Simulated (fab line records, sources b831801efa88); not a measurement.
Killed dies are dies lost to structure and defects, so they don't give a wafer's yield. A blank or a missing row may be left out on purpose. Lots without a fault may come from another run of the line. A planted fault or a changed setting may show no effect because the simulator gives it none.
fab line records | flow gf180mcu
record lots=14 wafers=42 last_day=34
route steps=602 shown V4@480 MIM@503
lots that met no fault: from a run of the same line without faults
start_h: hours from the record's first day to the start of the lot's first wafer shown | wait_h: hours since the lot's step before | " the same as in the row above | L1.1+2: a row that stands for several wafers | - no value, or no start given | * or withheld: withheld | < > ~ a bound
route shown NAME@n: a module of which the file shows steps, and the number in the route of the first | usual: mean/standard deviation of fault-free wafers | same: alike in all rows | chamber/n: place in a boat | sites: the reading at each site | _std_site: their standard deviation | _edge_site: outer sites' mean less inner sites' | radius_mm: how far each site lies from the wafer's centre | mask NAME#n: copy n | behind: the tool/chamber that last shaped the wafer | hold: why the lot was held/for how many hours/how that ended | device: the transistor (n, p or np) that didn't switch | end of line: the same wafers' tests at the end of the route | a step without rows: its recipe alone | killed: dies lost to structure and defects at the first sort, not the wafer's yield | map: a wafer's dies, x killed, . not, _ none there
set.NAME: the setting as run; set.NAME@STEP: as run at that earlier step | model.NAME: the simulator's own value behind a step, which no gauge read
steps of the route over a sample of lots; a table a step, a row a wafer
services: from which hour (start_h, from the record's first day; less than 0 if before it) a tool's chamber was out of use, for how many hours, and why
## steps
# step GF_V4_CMP_04
# recipe material=SiO2 down_force_psi=4 platen_rpm=60 pad_velocity_m_s=0.94248
# usual edge_zone_pressure_frac=1.000/0.0049 head_pressure_psi=3.999/0.0098 motor_current_A=10.6/1.1 time_to_endpoint_s=80/5.1
# columns lot.wafer tool chamber start_h wait_h edge_zone_pressure_frac head_pressure_psi motor_current_A time_to_endpoint_s
L856.4 cmp-02 1 541.73 0.1 1.012 3.992 10.9 87
L856.1 " 2 " " 1.000 4.010 12.3 76
L856.6 " 3 " " 0.992 4.008 11.1 89
L857.2 cmp-02 3 548.81 0.1 0.991 4.003 11.0 86
L857.6 " 1 " " 0.996 4.010 10.9 90
L857.5 " 2 " " 0.996 3.996 11.6 86
L858.3 cmp-02 3 559.86 0.1 0.998 4.020 11.6 80
L858.4 " 0 " " 1.009 3.991 10.8 92
L858.2 " 1 " " 1.003 4.003 11.4 84
L867.1 cmp-01 1 620.63 0.1 0.994 3.985 11.8 76
L867.2 " 2 " " 0.996 3.981 9.3 79
L867.4 " 0 " " 0.997 3.999 10.9 83
L868.2 cmp-01 0 634.00 0.1 1.000 4.003 10.8 75
L868.3 " 1 " " 1.007 3.991 11.5 82
L868.4 " 2 " " 1.002 4.004 8.8 83
L869.4 cmp-01 1 641.94 0.0 1.003 4.007 11.9 76
L869.1 " 0 " " 0.995 4.004 12.0 72
L869.5 " 1 " " 1.005 4.014 12.0 86
L870.3 cmp-01 3 646.16 0.0 1.000 3.983 8.8 78
L870.2 " 1 " " 1.000 4.001 12.0 78
L870.4 " 2 " " 0.992 4.015 9.2 75
L871.1 cmp-02 2 653.54 0.1 1.005 3.987 11.9 74
L871.2 " 0 " " 1.005 3.996 10.7 79
L871.3 " 1 " " 1.010 4.009 10.7 76
L872.1 cmp-01 3 657.49 0.1 1.006 3.992 9.2 78
L872.4 " 1 " " 0.998 4.002 11.8 85
L872.5 " 3 " " 0.999 3.984 9.1 85
L873.1 cmp-02 1 670.86 0.1 1.004 3.997 11.5 70
L873.3 " 2 " " 0.993 3.983 11.7 75
L873.4 " 3 " " 0.993 3.988 11.8 81
L874.4 cmp-01 1 678.87 0.1 1.004 4.000 12.0 82
L874.5 " 3 " " 1.006 3.984 9.0 77
L874.6 " 0 " " 1.000 4.004 11.3 81
L878.1 cmp-01 3 707.84 0.1 0.996 3.993 9.2 68
L878.2 " 1 " " 1.003 4.007 11.4 72
L878.5 " 2 " " 0.995 3.987 9.5 79
L877.3 cmp-01 0 709.55 0.0 0.999 4.005 11.3 79
L877.1 " 2 " " 0.998 4.017 9.5 80
L877.5 " 1 " " 1.008 4.000 11.8 84
L879.1 cmp-01 0 714.96 0.1 1.004 3.986 11.2 70
L879.3 " 2 " " 0.997 3.989 9.6 71
L879.6 " 1 " " 1.001 3.994 11.4 81
# step GF_V4_BOW_MEAS_05
# recipe mode=bow
# usual V4_BOW=132/9.5
# columns lot.wafer tool chamber start_h wait_h V4_BOW[um]
L856.1 film_metro-03 - 541.93 0.1 124
L856.4 " - " " 118
L856.6 " - " " 126
L857.2 film_metro-01 - 549.03 0.2 132
L857.5 " - " " 122
L857.6 " - " " 120
L858.2 film_metro-04 - 560.13 0.1 128
L858.3 " - " " 131
L858.4 " - " " 131
L867.1 film_metro-04 - 620.93 0.2 122
L867.2 " - " " 132
L867.4 " - " " 103
L868.2 film_metro-03 - 634.27 0.2 150
L868.3 " - " " 137
L868.4 " - " " 132
L869.1 film_metro-04 - 642.24 0.1 130
L869.4 " - " " 139
L869.5 " - " " 136
L870.2 film_metro-04 - 646.48 0.2 146
L870.3 " - " " 152
L870.4 " - " " 128
L871.1 film_metro-04 - 653.84 0.2 133
L871.2 " - " " 133
L871.3 " - " " 117
L872.1 film_metro-04 - 657.79 0.2 132
L872.4 " - " " 121
L872.5 " - " " 128
L873.1 film_metro-03 - 671.16 0.2 128
L873.3 " - " " 125
L873.4 " - " " 133
L874.4 film_metro-03 - 679.13 0.2 140
L874.5 " - " " 138
L874.6 " - " " 129
L878.1 film_metro-01 - 708.09 0.2 135
L878.2 " - " " 128
L878.5 " - " " 131
L877.1 film_metro-01 - 709.85 0.1 131
L877.3 " - " " 114
L877.5 " - " " 134
L879.1 film_metro-03 - 715.26 0.2 135
L879.3 " - " " 134
L879.6 " - " " 138
# step GF_V4_CMP_26
# recipe stop_on=SiO2 down_force_psi=3.5 platen_rpm=60 t_overpolish_s=15 target_thk_nm=0 pad_velocity_m_s=0.94248
# usual edge_zone_pressure_frac=1.000/0.0051 head_pressure_psi=3.501/0.0073 motor_current_A=9.8/1 overpolish_run_s=15.000/0.0092 time_to_endpoint_s=85.6/2.5
# columns lot.wafer tool chamber start_h wait_h edge_zone_pressure_frac head_pressure_psi motor_current_A overpolish_run_s time_to_endpoint_s
L856.1 cmp-02 3 565.41 0.1 1.005 3.508 10.5 14.983 82.4
L856.4 " 1 " " 0.995 3.516 9.8 15.012 82.0
L856.6 " 3 " " 0.999 3.499 10.4 14.998 83.6
L857.2 cmp-01 1 572.56 0.1 0.988 3.495 10.3 14.979 88.3
L857.6 " 0 " " 0.992 3.489 10.4 14.996 85.4
L857.5 " 1 " " 0.997 3.489 10.8 14.998 84.5
L858.3 cmp-02 3 583.36 0.1 0.998 3.478 10.4 14.999 85.4
L858.2 " 0 " " 1.007 3.505 9.7 15.007 87.3
L858.4 " 1 " " 1.000 3.504 10.7 15.006 82.8
L867.4 cmp-01 2 643.10 0.1 - - - - -
L867.2 " 3 " " - - - - -
L867.1 " 0 " " - - - - -
L868.2 cmp-02 1 656.52 0.0 - - - - -
L868.4 " 2 " " - - - - -
L868.3 " 0 " " - - - - -
L869.4 cmp-02 1 663.36 0.1 0.994 3.486 10.9 14.979 84.8
L869.1 " 3 " " 1.000 3.489 10.9 14.995 88.4
L869.5 " 1 " " 0.999 3.504 9.6 15.010 85.6
L870.3 cmp-01 3 667.73 0.0 1.000 3.499 8.4 15.020 86.6
L870.2 " 1 " " 1.006 3.505 11.3 14.996 84.7
L870.4 " 2 " " 0.997 3.495 8.4 15.001 82.4
L871.1 cmp-01 2 674.22 0.1 1.004 3.515 8.6 14.995 89.4
L871.3 " 3 " " 1.009 3.492 8.2 15.010 84.4
L871.2 " 0 " " 1.009 3.501 10.3 15.004 83.1
L872.1 cmp-02 2 678.10 0.1 1.007 3.509 10.6 15.018 84.1
L872.4 " 0 " " 1.001 3.483 9.7 14.996 85.2
L872.5 " 2 " " 1.002 3.503 10.5 14.991 81.1
L873.4 cmp-02 3 691.54 0.0 0.989 3.503 9.6 15.009 87.6
L873.3 " 0 " " 1.005 3.505 10.0 15.007 84.3
L873.1 " 1 " " 0.997 3.506 10.2 14.989 82.7
L874.4 cmp-01 0 699.42 0.1 1.001 3.503 10.5 15.006 80.9
L874.5 " 2 " " 1.004 3.498 8.9 15.000 85.1
L874.6 " 3 " " 1.000 3.515 8.4 14.985 84.7
L878.2 cmp-01 1 726.77 0.1 1.008 3.500 10.7 15.002 88.6
L878.1 " 2 " " 0.993 3.495 8.7 14.997 87.3
L878.5 " 1 " " 1.008 3.495 10.5 14.989 84.5
L877.3 cmp-01 2 728.71 0.0 1.002 3.494 8.6 14.998 86.4
L877.1 " 3 " " 1.002 3.504 8.4 14.987 87.8
L877.5 " 2 " " 1.000 3.489 8.8 15.013 85.5
L879.3 cmp-01 3 734.45 0.1 1.002 3.494 8.6 15.015 88.4
L879.1 " 1 " " 1.004 3.500 10.6 15.001 87.8
L879.6 " 3 " " 0.999 3.500 8.0 15.007 85.7
# step GF_MIM_SPUTTER_00
# recipe material=Ti target_thk_nm=37.5 arriving_ion_energy_ev=80 substrate_temp_c=200 chamber_pressure_pa=2 power_w=4000 time_s=150
# usual throttle_valve_pct=29.7/1.5
# same time_s=150
# columns lot.wafer tool chamber start_h wait_h throttle_valve_pct
L856.1 pvd_sputter-01 - 565.71 0.2 32.1
L856.4 " - " " 27.6
L856.6 " - " " 31.3
L857.2 pvd_sputter-04 - 572.81 0.2 30.1
L857.5 " - " " 29.6
L857.6 " - " " 27.5
L858.2 pvd_sputter-04 - 583.61 0.1 29.5
L858.3 " - " " 29.4
L858.4 " - " " 27.1
L869.1 pvd_sputter-01 - 663.61 0.1 30.8
L869.4 " - " " 27.6
L869.5 " - " " 27.7
L870.2 pvd_sputter-04 - 668.03 0.1 27.3
L870.3 " - " " 29.4
L870.4 " - " " 30.0
L871.1 pvd_sputter-01 - 674.47 0.2 30.8
L871.2 " - " " 29.4
L871.3 " - " " 32.0
L872.1 pvd_sputter-04 - 678.40 0.2 29.6
L872.4 " - " " 27.2
L872.5 " - " " 30.1
L873.1 pvd_sputter-04 - 691.84 0.1 27.4
L873.3 " - " " 29.4
L873.4 " - " " 30.0
L874.4 pvd_sputter-01 - 699.62 0.1 31.9
L874.5 " - " " 32.2
L874.6 " - " " 30.9
L878.1 pvd_sputter-02 - 727.02 0.1 31.1
L878.2 " - " " 28.2
L878.5 " - " " 31.3
L877.1 pvd_sputter-04 - 729.01 0.2 29.2
L877.3 " - " " 29.5
L877.5 " - " " 29.2
L879.1 pvd_sputter-01 - 734.70 0.1 30.7
L879.3 " - " " 31.9
L879.6 " - " " 30.8
## services
# columns tool chamber start_h hours kind
cmp-02 - 536.59 1.6 repair
pvd_sputter-02 - 537.28 1.4 repair
cmp-01 - 541.98 2.2 repair
pvd_sputter-02 - 543.85 2.1 repair
cmp-01 - 547.17 4.7 pm
cmp-01 - 551.87 5.5 pm
cmp-02 - 572.15 4.0 pm
cmp-02 - 576.15 - consumable_replace:conditioner
cmp-02 - 576.15 - consumable_replace:pad
pvd_sputter-04 - 576.97 2.0 repair
cmp-01 - 596.46 0.3 repair
pvd_sputter-04 - 607.49 4.6 repair
cmp-02 - 635.30 8.2 pm
pvd_sputter-04 - 660.01 0.6 repair
cmp-02 - 699.20 5.5 pm
pvd_sputter-01 - 704.60 5.4 repair
cmp-01 - 711.21 2.0 repair
## key
first_sign step=GF_V4_CMP_26 reading=tool_record direction=missing
effect none on later readings
met_at GF_V4_CMP_26
struck_lots L867,L868
later_rows_left_out L867.1,L867.2,L867.4,L868.2,L868.3,L868.4
sort_left_out L867.1,L867.2,L867.4,L868.2,L868.3,L868.4
not_acting_at GF_V4_CMP_04,GF_V4_BOW_MEAS_05,GF_MIM_SPUTTER_00
onset_between 583.36 643.10
fault kind=skipped_step_whole tool=cmp-01,cmp-02 chamber=- onset_h=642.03 steps=GF_V4_CMP_26 scope=struck_lots_only
# sort_left_out: the simulated sort isn't trusted on such a fault, so these wafers' sort isn't shown, and their yield isn't known
# later_rows_left_out: the simulator's readings of these wafers behind a module that went badly wrong aren't trusted and aren't shown, but for the sort
